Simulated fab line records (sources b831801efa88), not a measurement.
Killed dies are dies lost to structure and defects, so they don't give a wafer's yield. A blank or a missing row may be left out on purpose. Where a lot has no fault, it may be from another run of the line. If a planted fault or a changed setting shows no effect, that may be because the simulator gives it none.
fab line records :: flow sky130
record:
  lots: 13
  wafers: 39
  last_day: 50
route steps=708 shown LDD_N@241 PAD_OPEN@708
lots that met no fault: from a run of the same line without faults
start_h: hours from the record's opening day to when the first of the lot's shown wafers began :: wait_h: hours since the lot's step before :: " repeats the value in the row above :: L1.1+2: several wafers, shown together as one row :: - no value, or no start was given :: * or withheld: withheld :: < > ~ a bound
route shown NAME@n: a module of which the file shows steps, and the number in the route of the first :: usual: average and standard deviation across the fault-free wafers :: same: alike in all rows :: chamber/n: place in a boat :: sites: readings site by site :: _std_site: the values' standard deviation :: _edge_site: the outer-site mean with the inner-site mean subtracted :: radius_mm: how far each site lies from the wafer's centre :: mask NAME#n: copy n :: behind: the most recent tool/chamber to have shaped the wafer :: hold: why the lot was held/for how many hours/how that ended :: device: the n, p or np transistor that did not switch :: end of line: tests of these same wafers at the route's end :: for a step that has no rows: nothing shown but its recipe :: killed: count of dies lost to structure and defects at first sort (not the wafer's yield) :: map: a wafer's dies, marking killed ones x, the rest . and places with no die _
set.NAME: the run value of the setting; set.NAME@STEP: its run value at that earlier step :: model.NAME: the simulator's own value behind a step, which no gauge read
the route's steps for a sample of lots (tables are steps, rows are wafers)
services: the hour from which a tool's chamber was out of use, counted from the record's first day as start_h (under 0 if before that day), plus the number of hours and why
== steps ==
step: SKY_LDD_N_EXPOSE_04
recipe:
  mask_id: NTM
  target_cd_nm: 840
  na: 0.6
  source_shape: conventional
  sigma_outer: 0.6
  dose_mj: 110
lot.wafer: L702.1+2+6
tool: iline_stepper-02
chamber: 0
start_h: 379.87
wait_h: -
mask: NTM#0

lot.wafer: L703.2+3+6
tool: iline_stepper-02
chamber: 0
start_h: 391.77
wait_h: -
mask: NTM#0

lot.wafer: L704.1+5+6
tool: iline_stepper-01
chamber: 0
start_h: 405.58
wait_h: -
mask: NTM#0

lot.wafer: L707.2+4+6
tool: iline_stepper-01
chamber: 0
start_h: 421.27
wait_h: -
mask: NTM#0

lot.wafer: L709.4+5+6
tool: iline_stepper-01
chamber: 0
start_h: 475.46
wait_h: -
mask: NTM#0

lot.wafer: L712.1+2+5
tool: iline_stepper-02
chamber: 0
start_h: 476.36
wait_h: -
mask: NTM#0

lot.wafer: L713.1+2+4
tool: iline_stepper-01
chamber: 0
start_h: 487.85
wait_h: -
mask: NTM_R1#0

lot.wafer: L718.2+3+5
tool: iline_stepper-02
chamber: 0
start_h: 524.24
wait_h: -
mask: NTM#0

lot.wafer: L719.1+3+4
tool: iline_stepper-02
chamber: 0
start_h: 579.52
wait_h: -
mask: NTM#0

lot.wafer: L722.1+2+6
tool: iline_stepper-01
chamber: 0
start_h: 580.73
wait_h: -
mask: NTM#0

lot.wafer: L724.2+4+5
tool: iline_stepper-02
chamber: 0
start_h: 580.99
wait_h: -
mask: NTM#0

lot.wafer: L723.3+4+6
tool: iline_stepper-02
chamber: 0
start_h: 583.11
wait_h: -
mask: NTM#0

lot.wafer: L725.1+3+4
tool: iline_stepper-02
chamber: 0
start_h: 583.19
wait_h: -
mask: NTM#0
step: SKY_PAD_OPEN_PROBE_99
usual:
  killed_at_M0_to_M3: 44/7.1
  killed_at_M4_up: 3.1/1.8
  killed_at_contacts: 24/5.3
  killed_at_front_end: 15/4.5
  killed_at_other: 0.2/0.42
  killed_dies: 86/9.6
  killed_open: 46/6.9
  killed_short: 40/6.4
same:
  gross_dies: 492
  killed_at_back_side: 0
lot.wafer: L704.1
tool: prober-01
chamber: -
start_h: 1083.24
wait_h: 0.1
killed_at_M0_to_M3: 53
killed_at_M4_up: 3
killed_at_contacts: 23
killed_at_front_end: 11
killed_at_other: 1
killed_dies: 91
killed_open: 48
killed_short: 43

lot.wafer: L704.5
tool: prober-01
chamber: -
start_h: 1083.44
wait_h: 0.2
killed_at_M0_to_M3: 52
killed_at_M4_up: 5
killed_at_contacts: 27
killed_at_front_end: 14
killed_at_other: 0
killed_dies: 98
killed_open: 57
killed_short: 41

lot.wafer: L704.6
tool: prober-01
chamber: -
start_h: 1083.49
wait_h: 0.2
killed_at_M0_to_M3: 42
killed_at_M4_up: 3
killed_at_contacts: 17
killed_at_front_end: 25
killed_at_other: 0
killed_dies: 87
killed_open: 56
killed_short: 31

lot.wafer: L719.1
tool: prober-01
chamber: -
start_h: 1194.30
wait_h: 0.1
killed_at_M0_to_M3: 60
killed_at_M4_up: 2
killed_at_contacts: 17
killed_at_front_end: 13
killed_at_other: 0
killed_dies: 92
killed_open: 47
killed_short: 45

lot.wafer: L719.3
tool: prober-01
chamber: -
start_h: 1194.40
wait_h: 0.2
killed_at_M0_to_M3: 44
killed_at_M4_up: 2
killed_at_contacts: 22
killed_at_front_end: 23
killed_at_other: 0
killed_dies: 91
killed_open: 52
killed_short: 39

lot.wafer: L719.4
tool: prober-01
chamber: -
start_h: 1194.45
wait_h: 0.2
killed_at_M0_to_M3: 44
killed_at_M4_up: 2
killed_at_contacts: 19
killed_at_front_end: 20
killed_at_other: 0
killed_dies: 85
killed_open: 45
killed_short: 40

lot.wafer: L722.1
tool: prober-02
chamber: -
start_h: 1195.02
wait_h: 0.1
killed_at_M0_to_M3: 39
killed_at_M4_up: 7
killed_at_contacts: 29
killed_at_front_end: 20
killed_at_other: 0
killed_dies: 95
killed_open: 53
killed_short: 42

lot.wafer: L722.2
tool: prober-02
chamber: -
start_h: 1195.07
wait_h: 0.1
killed_at_M0_to_M3: 42
killed_at_M4_up: 6
killed_at_contacts: 24
killed_at_front_end: 14
killed_at_other: 1
killed_dies: 87
killed_open: 52
killed_short: 35

lot.wafer: L722.6
tool: prober-02
chamber: -
start_h: 1195.27
wait_h: 0.2
killed_at_M0_to_M3: 39
killed_at_M4_up: 2
killed_at_contacts: 29
killed_at_front_end: 13
killed_at_other: 0
killed_dies: 83
killed_open: 40
killed_short: 43

lot.wafer: L723.3
tool: prober-01
chamber: -
start_h: 1196.93
wait_h: 0.2
killed_at_M0_to_M3: 46
killed_at_M4_up: 4
killed_at_contacts: 34
killed_at_front_end: 12
killed_at_other: 0
killed_dies: 96
killed_open: 54
killed_short: 42

lot.wafer: L723.4
tool: prober-01
chamber: -
start_h: 1196.98
wait_h: 0.2
killed_at_M0_to_M3: 51
killed_at_M4_up: 4
killed_at_contacts: 15
killed_at_front_end: 14
killed_at_other: 0
killed_dies: 84
killed_open: 44
killed_short: 40

lot.wafer: L723.6
tool: prober-01
chamber: -
start_h: 1197.08
wait_h: 0.2
killed_at_M0_to_M3: 38
killed_at_M4_up: 6
killed_at_contacts: 29
killed_at_front_end: 16
killed_at_other: 0
killed_dies: 89
killed_open: 49
killed_short: 40

lot.wafer: L724.2
tool: prober-02
chamber: -
start_h: 1196.97
wait_h: 0.1
killed_at_M0_to_M3: 51
killed_at_M4_up: 2
killed_at_contacts: 25
killed_at_front_end: 12
killed_at_other: 0
killed_dies: 90
killed_open: 50
killed_short: 40

lot.wafer: L724.4
tool: prober-02
chamber: -
start_h: 1197.07
wait_h: 0.2
killed_at_M0_to_M3: 37
killed_at_M4_up: 3
killed_at_contacts: 15
killed_at_front_end: 17
killed_at_other: 0
killed_dies: 72
killed_open: 35
killed_short: 37

lot.wafer: L724.5
tool: prober-02
chamber: -
start_h: 1197.12
wait_h: 0.2
killed_at_M0_to_M3: 47
killed_at_M4_up: 3
killed_at_contacts: 21
killed_at_front_end: 19
killed_at_other: 0
killed_dies: 90
killed_open: 51
killed_short: 39

lot.wafer: L725.1
tool: prober-02
chamber: -
start_h: 1198.35
wait_h: 0.1
killed_at_M0_to_M3: 51
killed_at_M4_up: 4
killed_at_contacts: 28
killed_at_front_end: 21
killed_at_other: 1
killed_dies: 105
killed_open: 54
killed_short: 51

lot.wafer: L725.3
tool: prober-02
chamber: -
start_h: 1198.45
wait_h: 0.2
killed_at_M0_to_M3: 43
killed_at_M4_up: 1
killed_at_contacts: 21
killed_at_front_end: 18
killed_at_other: 0
killed_dies: 83
killed_open: 48
killed_short: 35

lot.wafer: L725.4
tool: prober-02
chamber: -
start_h: 1198.50
wait_h: 0.2
killed_at_M0_to_M3: 34
killed_at_M4_up: 4
killed_at_contacts: 33
killed_at_front_end: 13
killed_at_other: 0
killed_dies: 84
killed_open: 39
killed_short: 45
killed by level:class
L704.1 VIA1:geometric_particle:open=18 LI_CONTACT:geometric_particle:open=10 VIA1:geometric_particle:short=7 METAL2:geometric_particle:short=7 CONTACT:geometric_particle:open=6 VIA2:geometric_particle:short=5 VIA3:geometric_particle:short=4 FIELD_ISO:geometric_particle:short=3
L704.5 VIA1:geometric_particle:open=14 LI_CONTACT:geometric_particle:open=11 CONTACT:geometric_particle:open=11 METAL1:geometric_particle:short=9 VIA1:geometric_particle:short=8 VIA3:geometric_particle:open=7 VIA2:geometric_particle:open=5 METAL2:geometric_particle:short=4
L704.6 VIA1:geometric_particle:open=11 LI_CONTACT:geometric_particle:open=9 VIA2:geometric_particle:open=8 POLY_GATE:geometric_particle:open=6 FIELD_ISO:geometric_particle:open=5 POLY_GATE:geometric_particle:short=4 VIA1:geometric_particle:short=4 METAL3:geometric_particle:short=4
L719.1 VIA1:geometric_particle:open=17 METAL2:geometric_particle:short=8 VIA2:geometric_particle:open=8 CONTACT:geometric_particle:open=7 METAL1:geometric_particle:short=7 VIA1:geometric_particle:short=5 FIELD_ISO:geometric_particle:short=4 LOCAL_INTERCONNECT:geometric_particle:short=4
L719.3 VIA1:geometric_particle:open=9 VIA3:geometric_particle:open=8 VIA2:geometric_particle:open=7 LI_CONTACT:geometric_particle:open=6 CONTACT:geometric_particle:open=6 FIELD_ISO:geometric_particle:short=5 POLY_GATE:geometric_particle:open=5 POLY_GATE:geometric_particle:short=5
L719.4 VIA1:geometric_particle:open=13 CONTACT:geometric_particle:open=7 FIELD_ISO:geometric_particle:short=6 METAL1:geometric_particle:short=6 CONTACT:geometric_particle:short=5 VIA1:geometric_particle:short=5 VIA2:geometric_particle:open=5 POLY_GATE:geometric_particle:open=4
L722.1 CONTACT:geometric_particle:open=10 FIELD_ISO:geometric_particle:open=8 VIA3:geometric_particle:open=8 METAL1:geometric_particle:short=7 VIA1:geometric_particle:open=7 LI_CONTACT:geometric_particle:open=6 METAL4:geometric_particle:short=6 FIELD_ISO:geometric_particle:short=5
L722.2 LI_CONTACT:geometric_particle:open=9 VIA1:geometric_particle:open=9 CONTACT:geometric_particle:open=8 METAL1:geometric_particle:short=7 VIA2:geometric_particle:open=6 METAL2:geometric_particle:short=5 VIA2:geometric_particle:short=5 VIA3:geometric_particle:open=5
L722.6 CONTACT:geometric_particle:open=10 LI_CONTACT:geometric_particle:open=9 VIA1:geometric_particle:open=7 METAL2:geometric_particle:short=7 METAL1:geometric_particle:short=6 POLY_GATE:geometric_particle:short=5 VIA2:geometric_particle:open=5 LI_CONTACT:geometric_particle:short=4
L723.3 CONTACT:geometric_particle:open=14 VIA2:geometric_particle:open=11 VIA1:geometric_particle:open=8 LI_CONTACT:geometric_particle:open=6 LOCAL_INTERCONNECT:geometric_particle:short=5 METAL2:geometric_particle:short=5 VIA3:geometric_particle:open=5 METAL1:geometric_particle:short=4
L724.2 CONTACT:geometric_particle:open=10 VIA1:geometric_particle:open=9 METAL1:geometric_particle:short=8 VIA3:geometric_particle:open=8 VIA1:geometric_particle:short=7 LI_CONTACT:geometric_particle:open=6 VIA2:geometric_particle:open=6 VIA3:geometric_particle:short=5
L723.4 METAL2:geometric_particle:short=10 VIA1:geometric_particle:open=9 VIA3:geometric_particle:open=7 VIA1:geometric_particle:short=6 CONTACT:geometric_particle:open=6 FIELD_ISO:geometric_particle:open=5 LI_CONTACT:geometric_particle:open=4 VIA2:geometric_particle:open=4
L724.4 FIELD_ISO:geometric_particle:short=7 VIA1:geometric_particle:open=7 VIA2:geometric_particle:open=6 LI_CONTACT:geometric_particle:open=6 CONTACT:geometric_particle:open=4 METAL1:geometric_particle:short=4 VIA3:geometric_particle:open=4 VIA3:geometric_particle:short=4
L723.6 VIA1:geometric_particle:open=15 LI_CONTACT:geometric_particle:open=9 LOCAL_INTERCONNECT:geometric_particle:short=6 CONTACT:geometric_particle:open=5 METAL2:geometric_particle:short=5 METAL4:geometric_particle:short=5 FIELD_ISO:geometric_particle:short=4 METAL1:geometric_particle:short=4
L724.5 FIELD_ISO:geometric_particle:open=9 CONTACT:geometric_particle:open=9 VIA2:geometric_particle:open=9 VIA1:geometric_particle:open=8 METAL1:geometric_particle:short=7 LI_CONTACT:geometric_particle:open=6 VIA1:geometric_particle:short=5 POLY_GATE:geometric_particle:short=4
L725.1 VIA3:geometric_particle:open=10 VIA1:geometric_particle:open=9 POLY_GATE:geometric_particle:open=7 CONTACT:geometric_particle:open=7 CONTACT:geometric_particle:short=7 METAL2:geometric_particle:short=6 LI_CONTACT:geometric_particle:open=6 VIA2:geometric_particle:open=6
L725.3 CONTACT:geometric_particle:open=13 VIA1:geometric_particle:open=7 METAL2:geometric_particle:short=7 VIA3:geometric_particle:short=7 POLY_GATE:geometric_particle:open=5 VIA2:geometric_particle:open=5 VIA3:geometric_particle:open=5 METAL1:geometric_particle:short=4
L725.4 CONTACT:geometric_particle:open=12 LI_CONTACT:geometric_particle:open=8 VIA1:geometric_particle:open=8 CONTACT:geometric_particle:short=6 VIA1:geometric_particle:short=6 METAL1:geometric_particle:short=5 LI_CONTACT:geometric_particle:short=4 VIA2:geometric_particle:open=4
== services ==
tool: iline_stepper-02
chamber: -
start_h: 415.43
hours: 2.5
kind: repair

tool: iline_stepper-02
chamber: -
start_h: 440.12
hours: 1.7
kind: pm

tool: iline_stepper-01
chamber: -
start_h: 462.16
hours: 1.7
kind: pm

tool: iline_stepper-01
chamber: -
start_h: 530.71
hours: 4.4
kind: pm

tool: iline_stepper-02
chamber: -
start_h: 566.58
hours: 2.1
kind: pm

tool: iline_stepper-02
chamber: -
start_h: 568.66
hours: -
kind: consumable_replace:lamp
== key ==
first_sign:
  step: SKY_LDD_N_EXPOSE_04
  reading: mask
  direction: changed
effect none on later readings
met_at SKY_LDD_N_EXPOSE_04
struck_lots L713
tester_left_out L713
onset_between 475.46 487.85
fault:
  kind: wrong_mask
  tool: any
  chamber: -
  onset_h: 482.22
  steps: SKY_LDD_N_EXPOSE_04
  aux_copy: NTM_R1#0
  cd_offset_nm: -101
  scope: struck_lots_only
tester_left_out: of these lots the tester's yield and bins aren't shown, on N5 and GAA mostly nor the transistor test; their killed dies are dies lost to structure and defects alone, not to doping, threshold or leakage, so they don't give the yield
